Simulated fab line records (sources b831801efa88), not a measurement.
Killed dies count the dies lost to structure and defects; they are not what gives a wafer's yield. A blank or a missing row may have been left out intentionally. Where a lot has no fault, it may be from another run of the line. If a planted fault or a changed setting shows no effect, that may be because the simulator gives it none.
fab line records | flow sky130
record: lots: 5 | wafers: 27
route steps=708 shown VIA4@639 PASSIVATION@691
start-h: hours from the record's first day to the start of the lot's first wafer shown | wait-h: time in hours since the lot's previous step | " repeats the value in the row above | L1.1+2: one row covering several wafers at once | - value missing, or start not given | * or withheld: withheld | < > ~ a bound
route shown NAME@n: names a module that has steps shown in the file, with the first one's number in the route | usual: the fault-free wafers' mean and standard deviation | same: alike in all rows | chamber/n: place in a boat | sites: readings site by site | _std_site: the standard deviation of these | _edge_site: inner sites' mean taken away from outer sites' mean | radius-mm: for every site, how far away it sits from the centre of the wafer | mask NAME#n: copy n | behind: tool/chamber where the wafer was last shaped | hold: cause of the lot's hold/its duration in hours/its outcome | device: whichever transistor did not switch (one of n, p or np) | end of line: at the end of the route, the tests of the same wafers | step lacking rows: just its recipe | killed: dies lost to structure and defects at the first sort, not the wafer's yield | map: shows each die of a wafer: x if killed, . if not, _ if none is there
set.NAME: the setting that was run; set.NAME@STEP: the one run at that earlier step | model.NAME: the simulator's own value behind a step, which no gauge read
lots with deliberately changed settings; one table per step, one row per wafer
== steps ==
step: SKY_VIA4_HDPCVD_00
recipe: material: SiO2 | target-thk-nm: 1750 | sigma-open-frac: 0.3 | time-s: 291.7 | temp-c: 400 | sih4-flow-sccm: 60 | pressure-mtorr: 6
lot.wafer | tool      | chamber | start-h | wait-h | set.time-s | model.SiO2_of_VIA4_HDPCVD_00.thk-nm
L077.1    | hdpcvd-01 | 2       | 1004.45 | 0.0    | 291.7      | 1750
L077.2    | "         | 0       | "       | "      | 291.7      | 1755
L077.3    | "         | 1       | "       | "      | 291.7      | 1766
L077.4    | "         | 2       | "       | "      | 291.7      | 1754
L077.5    | "         | 1       | "       | "      | 291.7      | 1753
L077.6    | "         | 0       | "       | "      | 291.7      | 1775
L078.1    | hdpcvd-02 | 2       | 1010.62 | 0.0    | 291.7      | 1749
L078.2    | "         | 0       | "       | "      | 131.9      | 820.7
L078.3    | "         | 1       | "       | "      | 131.9      | 793.1
L078.4    | "         | 1       | "       | "      | 291.7      | 1743
L078.5    | "         | 0       | "       | "      | 131.9      | 778.9
L078.6    | "         | 2       | "       | "      | 291.7      | 1753
L079.1    | hdpcvd-02 | 0       | 1020.66 | 0.0    | 389.9      | 2343
L079.2    | "         | 1       | "       | "      | 291.7      | 1739
L079.3    | "         | 2       | "       | "      | 389.9      | 2342
L079.4    | "         | 1       | "       | "      | 291.7      | 1749
L079.5    | "         | 2       | "       | "      | 291.7      | 1745
L079.6    | "         | 0       | "       | "      | 389.9      | 2326
L080.1    | hdpcvd-02 | 1       | 1031.82 | 0.0    | 148.6      | 883.5
L080.2    | "         | 0       | "       | "      | 148.6      | 890.7
L080.3    | "         | 2       | "       | "      | 291.7      | 1738
L080.4    | "         | 2       | "       | "      | 291.7      | 1747
L080.5    | "         | 1       | "       | "      | 291.7      | 1757
L080.6    | "         | 0       | "       | "      | 148.6      | 867.9
L084.1    | hdpcvd-02 | 2       | 1055.77 | 0.0    | 291.7      | 1795
L084.4    | "         | 1       | "       | "      | 291.7      | 1769
L084.5    | "         | 0       | "       | "      | 291.7      | 1725
step: SKY_VIA4_THK_MEAS_01
recipe: reads: SiO2_of_VIA4_HDPCVD_00
usual: VIA4_HDPCVD_THK: 1752/15
lot.wafer | tool          | chamber | start-h | wait-h | set.time-s@VIA4_HDPCVD_00 | VIA4_HDPCVD_THK[nm]
L077.1    | film-metro-04 | -       | 1004.63 | 0.1    | 291.7                     | 1750
L077.2    | "             | -       | "       | "      | 291.7                     | 1755
L077.3    | "             | -       | "       | "      | 291.7                     | 1765
L077.4    | "             | -       | "       | "      | 291.7                     | 1754
L077.5    | "             | -       | "       | "      | 291.7                     | 1754
L077.6    | "             | -       | "       | "      | 291.7                     | 1775
L078.1    | film-metro-04 | -       | 1010.80 | 0.1    | 291.7                     | 1749
L078.2    | "             | -       | "       | "      | 131.9                     | 821
L078.3    | "             | -       | "       | "      | 131.9                     | 793
L078.4    | "             | -       | "       | "      | 291.7                     | 1743
L078.5    | "             | -       | "       | "      | 131.9                     | 779
L078.6    | "             | -       | "       | "      | 291.7                     | 1753
L079.1    | film-metro-01 | -       | 1020.84 | 0.1    | 389.9                     | 2343
L079.2    | "             | -       | "       | "      | 291.7                     | 1738
L079.3    | "             | -       | "       | "      | 389.9                     | 2341
L079.4    | "             | -       | "       | "      | 291.7                     | 1748
L079.5    | "             | -       | "       | "      | 291.7                     | 1744
L079.6    | "             | -       | "       | "      | 389.9                     | 2328
L080.1    | film-metro-03 | -       | 1032.00 | 0.1    | 148.6                     | 883
L080.2    | "             | -       | "       | "      | 148.6                     | 892
L080.3    | "             | -       | "       | "      | 291.7                     | 1735
L080.4    | "             | -       | "       | "      | 291.7                     | 1748
L080.5    | "             | -       | "       | "      | 291.7                     | 1756
L080.6    | "             | -       | "       | "      | 148.6                     | 868
L084.1    | film-metro-03 | -       | 1055.95 | 0.1    | 291.7                     | 1795
L084.4    | "             | -       | "       | "      | 291.7                     | 1767
L084.5    | "             | -       | "       | "      | 291.7                     | 1725
step: SKY_PASSIVATION_DEVELOP_10
recipe: develop-time-s: 60 | dev-temp-c: 23
lot.wafer        | tool           | chamber | start-h | wait-h | set.develop-time-s
L077.1+2+4       | litho-track-02 | 0       | -       | -      | 44.94
L077.3+5+6       | "              | 0       | "       | "      | 60
L078.1+2+3+4+5+6 | litho-track-02 | 0       | -       | -      | 60
L079.1+2+6       | litho-track-04 | 0       | -       | -      | 72.94
L079.3+4+5       | "              | 0       | "       | "      | 60
L080.1+5+6       | litho-track-04 | 0       | -       | -      | 60
L080.2+3+4       | "              | 0       | "       | "      | 77.05
L084.1+4+5       | litho-track-02 | 0       | -       | -      | 60
step: SKY_PASSIVATION_ETCH_11
recipe: chemistry: CF4/O2 | target-depth-nm: 725 | stop-on: AlCu | source-w: 800 | bias-w: 150 | pressure-mtorr: 150 | cf4-flow-sccm: 80 | O2_flow_sccm: 10 | time-s: 161.1
lot.wafer | tool        | chamber | start-h | wait-h | set.develop-time-s@PASSIVATION_DEVELOP_10 | model.PASSIVATION.cd-nm
L077.1    | rie-diel-04 | 0       | 1076.45 | -      | 44.94                                     | 2943
L077.2    | "           | 3       | "       | "      | 44.94                                     | 2948
L077.3    | "           | 2       | "       | "      | 60                                        | 2987
L077.4    | "           | 1       | "       | "      | 44.94                                     | 2937
L077.5    | "           | 1       | "       | "      | 60                                        | 2979
L077.6    | "           | 0       | "       | "      | 60                                        | 2988
L078.1    | rie-diel-03 | 0       | 1082.05 | -      | 60                                        | 2989
L078.2    | "           | 3       | "       | "      | 60                                        | 2995
L078.3    | "           | 1       | "       | "      | 60                                        | 2988
L078.4    | "           | 2       | "       | "      | 60                                        | 2981
L078.5    | "           | 2       | "       | "      | 60                                        | 2985
L078.6    | "           | 3       | "       | "      | 60                                        | 2994
L079.1    | rie-diel-02 | 1       | 1088.84 | -      | 72.94                                     | 3025
L079.2    | "           | 0       | "       | "      | 72.94                                     | 3026
L079.3    | "           | 2       | "       | "      | 60                                        | 3001
L079.4    | "           | 3       | "       | "      | 60                                        | 3002
L079.5    | "           | 3       | "       | "      | 60                                        | 3003
L079.6    | "           | 2       | "       | "      | 72.94                                     | 3028
L080.1    | rie-diel-04 | 2       | 1100.74 | -      | 60                                        | 3004
L080.2    | "           | 0       | "       | "      | 77.05                                     | 3041
L080.3    | "           | 1       | "       | "      | 77.05                                     | 3031
L080.4    | "           | 0       | "       | "      | 77.05                                     | 3037
L080.5    | "           | 2       | "       | "      | 60                                        | 3006
L080.6    | "           | 1       | "       | "      | 60                                        | 3001
L084.1    | rie-diel-02 | 3       | 1120.45 | -      | 60                                        | 2991
L084.4    | "           | 1       | "       | "      | 60                                        | 2992
L084.5    | "           | 1       | "       | "      | 60                                        | 2987
== key ==
split: step: SKY_VIA4_HDPCVD_00 | setting: time-s | stated: 291.7 | by: wafer
response: step: SKY_VIA4_HDPCVD_00 | reading: model.SiO2_of_VIA4_HDPCVD_00.thk-nm | change: +17.5 | per: 1% | r: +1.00
response: step: SKY_VIA4_THK_MEAS_01 | reading: VIA4_HDPCVD_THK | change: +17.5 | per: 1% | r: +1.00
split: step: SKY_PASSIVATION_DEVELOP_10 | setting: develop-time-s | stated: 60 | by: wafer
response: step: SKY_PASSIVATION_ETCH_11 | reading: model.PASSIVATION.cd-nm | change: +1.32 | per: 1% | r: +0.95
